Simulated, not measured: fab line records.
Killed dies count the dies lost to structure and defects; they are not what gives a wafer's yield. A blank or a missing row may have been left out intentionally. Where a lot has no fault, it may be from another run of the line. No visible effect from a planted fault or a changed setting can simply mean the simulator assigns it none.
What tool caused it? / flow gf180mcu / 11 lots with 32 wafers sampled at 4 steps, on a route of 602 steps

## WHAT EACH GAUGE READ, for each wafer
GF_V3_THK_MEAS_03.
lot=L355; measured=day 21 18:26; on=film metro-04; V3_CVD_02_THK (nm)=844 860 858
lot=L356; measured=day 22 19:02; on=film metro-04; V3_CVD_02_THK (nm)=839 840 857
lot=L357; measured=day 23 11:15; on=film metro-02; V3_CVD_02_THK (nm)=837 852 847
lot=L359; measured=day 23 13:55; on=film metro-02; V3_CVD_02_THK (nm)=823 840 851
lot=L360; measured=day 23 15:16; on=film metro-01; V3_CVD_02_THK (nm)=833 839 841
lot=L362; measured=day 24 15:58; on=film metro-04; V3_CVD_02_THK (nm)=852 841 839
lot=L366; measured=day 25 13:41; on=film metro-01; V3_CVD_02_THK (nm)=839 845 860
lot=L374; measured=day 28 06:41; on=film metro-02; V3_CVD_02_THK (nm)=848 768
lot=L375; measured=day 28 09:58; on=film metro-02; V3_CVD_02_THK (nm)=824 851 844
lot=L376; measured=day 28 10:19; on=film metro-01; V3_CVD_02_THK (nm)=834 757 832
lot=L377; measured=day 29 04:36; on=film metro-04; V3_CVD_02_THK (nm)=845 839 853

## WHAT TOOL EACH LOT RAN ON (gives the tool, then ch and the chambers of the sampled wafers, and finally the start)
lot=L355; GF_V2_ETCH_16=rie diel-04 ch 0,1,2, day 20 15:55; GF_M3_METAL_ETCH_16=rie metal-04 ch 0,1, day 21 17:34; GF_V3_CVD_02=pecvd-03 ch 1,2, day 21 18:21
lot=L356; GF_V2_ETCH_16=rie diel-04 ch 1,3, day 21 17:52; GF_M3_METAL_ETCH_16=rie metal-04 ch 0,1, day 22 18:09; GF_V3_CVD_02=pecvd-03 ch 0,2, day 22 18:58
lot=L357; GF_V2_ETCH_16=rie diel-04 ch 0,1,3, day 21 22:01; GF_M3_METAL_ETCH_16=rie metal-02 ch 0,1, day 23 10:23; GF_V3_CVD_02=pecvd-01 ch 0,1,2, day 23 11:11
lot=L359; GF_V2_ETCH_16=rie diel-01 ch 1,2,3, day 22 05:58; GF_M3_METAL_ETCH_16=rie metal-02 ch 0,1, day 23 13:01; GF_V3_CVD_02=pecvd-03 ch 0,1, day 23 13:50
lot=L360; GF_V2_ETCH_16=rie diel-01 ch 0,1,2, day 22 10:28; GF_M3_METAL_ETCH_16=rie metal-02 ch 0,1, day 23 14:20; GF_V3_CVD_02=pecvd-03 ch 0,1,2, day 23 15:11
lot=L362; GF_V2_ETCH_16=rie diel-01 ch 0,3, day 23 15:04; GF_M3_METAL_ETCH_16=rie metal-04 ch 0,1, day 24 14:46; GF_V3_CVD_02=pecvd-03 ch 0,1,2, day 24 15:54
lot=L366; GF_V2_ETCH_16=rie diel-04 ch 0,2,3, day 24 12:49; GF_M3_METAL_ETCH_16=rie metal-04 ch 0,1, day 25 12:49; GF_V3_CVD_02=pecvd-03 ch 0,1, day 25 13:37
lot=L374; GF_V2_ETCH_16=rie diel-02 ch 2,3, day 27 08:09; GF_M3_METAL_ETCH_16=rie metal-03 ch 0, day 28 05:48; GF_V3_CVD_02=pecvd-03 ch 1,2, day 28 06:37
lot=L375; GF_V2_ETCH_16=rie diel-01 ch 2,3, day 27 11:19; GF_M3_METAL_ETCH_16=rie metal-02 ch 0,1, day 28 09:03; GF_V3_CVD_02=pecvd-01 ch 0,1,2, day 28 09:53
lot=L376; GF_V2_ETCH_16=rie diel-01 ch 1,2,3, day 27 12:15; GF_M3_METAL_ETCH_16=rie metal-04 ch 0,1, day 28 09:25; GF_V3_CVD_02=pecvd-03 ch 0,1,2, day 28 10:15
lot=L377; GF_V2_ETCH_16=rie diel-01 ch 0,1,3, day 28 05:52; GF_M3_METAL_ETCH_16=rie metal-04 ch 0,1, day 29 03:41; GF_V3_CVD_02=pecvd-01 ch 0,1,2, day 29 04:32
- GF_V2_ETCH_16: etches BARC in N2/H2.
- GF_M3_METAL_ETCH_16: etches the open film in Cl2/BCl3, stops on SiO2, target depth 750.8 nm, time 125.1 s.
- GF_V3_CVD_02: deposits SiO2 from TEOS, target thk 850 nm, time 94.851 s.

## THE ANSWER, worked out from the rows above alone
Rule: what is usual is taken from the lots themselves. The widest of any qualifying gaps counts: lots, ordered by their means at a reading, are off when they make up no more than a third of the lots, leave a main group of 4 or more, and stand apart from it by 3 or more times the standard deviation of that group's means. A main group is skipped when, at the precision printed for the reading in the tables above, its means are all equal. Also off: a lot with no number at a reading for which 4 or more lots have one. The other lots that the step has rows for count as sound.
Off: L374, L376, at GF_V3_THK_MEAS_03 (V3_CVD_02_THK). The main group: mean 844 nm, standard deviation 4.9.
A tool fits if, at a process step before that reading, it ran every lot that is off, and no sound lot after the first of them. Gauges at GF_V3_THK_MEAS_03: tried the same way as those tools. One candidate fits, namely pecvd-03 at GF_V3_CVD_02. A fault onset in the window from L366 (day 25 13:37, its last sound lot) to L374 (day 28 06:37, its first lot off) fits.

## WHAT THE SIMULATOR PUT IN
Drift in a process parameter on pecvd-03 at GF_V3_CVD_02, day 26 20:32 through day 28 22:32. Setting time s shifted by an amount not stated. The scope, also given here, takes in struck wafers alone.
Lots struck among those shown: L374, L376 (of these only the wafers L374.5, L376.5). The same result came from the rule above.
